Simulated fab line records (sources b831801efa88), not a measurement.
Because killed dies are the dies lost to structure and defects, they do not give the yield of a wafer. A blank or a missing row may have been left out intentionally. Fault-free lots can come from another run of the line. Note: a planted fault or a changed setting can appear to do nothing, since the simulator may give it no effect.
What tool caused it? | flow gf180mcu | Sampling: 12 lots, 36 wafers, 3 of 602 route steps

== WHAT EACH GAUGE READ, for each wafer ==
GF_M2_CD_MEAS_14 targets a cd of 280 nm. Usual: cdNm 279.7 nm, standard deviation 1.2.
lot  | measured     | on       | cdNm (nm)         | flag
L128 | day 19 23:41 | cdSem-01 | 281.3 280.6 282.1 | 
L130 | day 21 05:05 | cdSem-02 | 280.0 279.2 278.4 | 
L131 | day 21 18:29 | cdSem-02 | 278.0 278.2 277.5 | 
L132 | day 21 21:23 | cdSem-01 | 281.7 281.4 282.8 | 
L133 | day 22 01:48 | cdSem-01 | 278.0 278.1 277.1 | 
L135 | day 23 00:07 | cdSem-02 | 280.8 282.7 280.5 | 
L141 | day 24 15:02 | cdSem-02 | 279.6 279.6 279.2 | 
L143 | day 25 09:14 | cdSem-02 | 279.7 280.0 279.2 | 
L144 | day 25 15:13 | cdSem-01 | 279.1 277.8 279.8 | 
L146 | day 26 06:47 | cdSem-01 | 280.5 280.2 280.5 | 
L147 | day 26 11:23 | cdSem-01 | 279.1 278.2 278.5 | 
L149 | day 27 12:10 | cdSem-02 | 280.1 280.1 278.7 | 

== WHICH TOOL RAN EACH LOT (tool, then ch and the chambers of the sampled wafers, then the start) ==
lot  | GF_M2_SPUTTER_03            | GF_M2_SPUTTER_04
L128 | pvdSputter-02, day 18 23:16 | pvdSputter-02, day 18 23:17
L130 | pvdSputter-04, day 20 05:00 | pvdSputter-04, day 20 05:01
L131 | pvdSputter-02, day 20 18:10 | pvdSputter-02, day 20 18:11
L132 | pvdSputter-01, day 20 21:08 | pvdSputter-01, day 20 21:10
L133 | pvdSputter-02, day 21 02:14 | pvdSputter-02, day 21 02:16
L135 | pvdSputter-02, day 22 00:54 | pvdSputter-02, day 22 00:55
L141 | pvdSputter-04, day 23 16:14 | pvdSputter-04, day 23 16:15
L143 | pvdSputter-04, day 24 11:21 | pvdSputter-04, day 24 11:22
L144 | pvdSputter-04, day 24 18:07 | pvdSputter-04, day 24 18:08
L146 | pvdSputter-02, day 25 10:12 | pvdSputter-02, day 25 10:13
L147 | pvdSputter-04, day 25 14:23 | pvdSputter-04, day 25 14:25
L149 | pvdSputter-02, day 26 16:01 | pvdSputter-02, day 26 16:02
- GF_M2_SPUTTER_03: material Ti, target thk 10 nm, time 6.7 s.
- GF_M2_SPUTTER_04: material TiN, target thk 50 nm, time 41.7 s.

== AS READ BY THE TOOLS THEMSELVES (means over the sampled wafers that have a number; for cases with no such wafer, the mark the record gives instead) ==
GF_M2_SPUTTER_03. Usual: throttleValvePct 29.3 %, standard deviation 1.1.
lot  | tool          | throttleValvePct (%) | flag
L128 | pvdSputter-02 | 28.7                 | 
L130 | pvdSputter-04 | 29.6                 | 
L131 | pvdSputter-02 | 28.3                 | 
L132 | pvdSputter-01 | 29.2                 | 
L133 | pvdSputter-02 | 28.1                 | 
L135 | pvdSputter-02 | 28.9                 | 
L141 | pvdSputter-04 | 29.6                 | 
L143 | pvdSputter-04 | 30.3                 | 
L144 | pvdSputter-04 | 30.2                 | 
L146 | pvdSputter-02 | 28.7                 | 
L147 | pvdSputter-04 | 29.6                 | 
L149 | pvdSputter-02 | 28.2                 | 

GF_M2_SPUTTER_04. Usual: throttleValvePct 29.3 %, standard deviation 1.1.
lot  | tool          | throttleValvePct (%) | flag
L128 | pvdSputter-02 | 28.6                 | 
L130 | pvdSputter-04 | 29.4                 | 
L131 | pvdSputter-02 | 28.1                 | 
L132 | pvdSputter-01 | 29.2                 | 
L133 | pvdSputter-02 | 28.1                 | 
L135 | pvdSputter-02 | 29.0                 | 
L141 | pvdSputter-04 | 29.6                 | 
L143 | pvdSputter-04 | 30.3                 | 
L144 | pvdSputter-04 | 30.3                 | 
L146 | pvdSputter-02 | 28.8                 | 
L147 | pvdSputter-04 | 29.6                 | 
L149 | pvdSputter-02 | 28.3                 | 

== THE ANSWER, worked out from the rows above alone ==
Rule: lot off if the mean of its wafers having a number is beyond 3 standard deviations from the usual mean. A lot without any number at a reading at which 4 lots or more have one is off too. The other lots that the step has rows for count as sound. After the gauges, taken in route order, come the tools' own readings; for these a lot's mean is taken, as printed above. The first step at which some lot is off is used, and at that step the reading that is off furthest; a lot without a number counts as furthest.
Nothing can be told from this: no lot is off at any reading shown.

== WHAT WAS PUT IN BY THE SIMULATOR ==
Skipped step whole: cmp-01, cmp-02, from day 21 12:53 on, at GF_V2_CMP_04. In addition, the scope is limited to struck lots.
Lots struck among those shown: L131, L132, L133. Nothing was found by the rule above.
